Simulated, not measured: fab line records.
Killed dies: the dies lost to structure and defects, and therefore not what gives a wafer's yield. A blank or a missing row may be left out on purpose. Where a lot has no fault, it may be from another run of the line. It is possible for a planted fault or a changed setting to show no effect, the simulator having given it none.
Which tool did it? :: flow sky130 :: 12 lots (36 wafers sampled), 1 step of a 708-step route

== WHAT EACH GAUGE READ, for each wafer ==
SKY_LDD_LDN_TW_MEAS_13.
lot: L075
measured: day 23 06:13
on: film_metro-02
LDD_LDN_TW: 1499 1491 1484

lot: L077
measured: day 24 21:49
on: film_metro-02
LDD_LDN_TW: 1501 1499 1511

lot: L079
measured: day 24 22:30
on: film_metro-04
LDD_LDN_TW: 1502 1501 1496

lot: L081
measured: day 25 07:53
on: film_metro-01
LDD_LDN_TW: 1479 1488 1489

lot: L083
measured: day 26 02:16
on: film_metro-02
LDD_LDN_TW: 1489 1497 1496

lot: L084
measured: day 26 16:56
on: film_metro-04
LDD_LDN_TW: 1473 1474 1484

lot: L089
measured: day 28 16:43
on: film_metro-04
LDD_LDN_TW: 1483 1484 1488

lot: L088
measured: day 28 18:16
on: film_metro-01
LDD_LDN_TW: 1488 1484 1487

lot: L092
measured: day 28 23:31
on: film_metro-04
LDD_LDN_TW: 1491 1483 1487

lot: L093
measured: day 29 06:52
on: film_metro-02
LDD_LDN_TW: 1499 1487 1494

lot: L095
measured: day 30 02:49
on: film_metro-04
LDD_LDN_TW: 1482 1482 1484

lot: L097
measured: day 30 13:08
on: film_metro-04
LDD_LDN_TW: 1494 1482 1487

== TOOL THAT RAN EACH LOT (tool first, then ch and the chambers of the sampled wafers, then the start) ==
No process step before these readings appears in the record.

== THE ANSWER, worked out from the rows above alone ==
Rule: the lots themselves supply what counts as usual. The widest of any qualifying gaps counts: lots, ordered by their means at a reading, are off when they make up no more than a third of the lots, leave a main group of 4 or more, and stand apart from it by 3 or more times the standard deviation of that group's means. A main group is skipped when, at the precision printed for the reading in the tables above, its means are all equal. A lot without any number at a reading at which 4 lots or more have one is off too. The other lots that the step has rows for count as sound.
No lot is off on any of the readings shown, so nothing can be concluded from this.

== WHAT THE SIMULATOR HAD INSERTED ==
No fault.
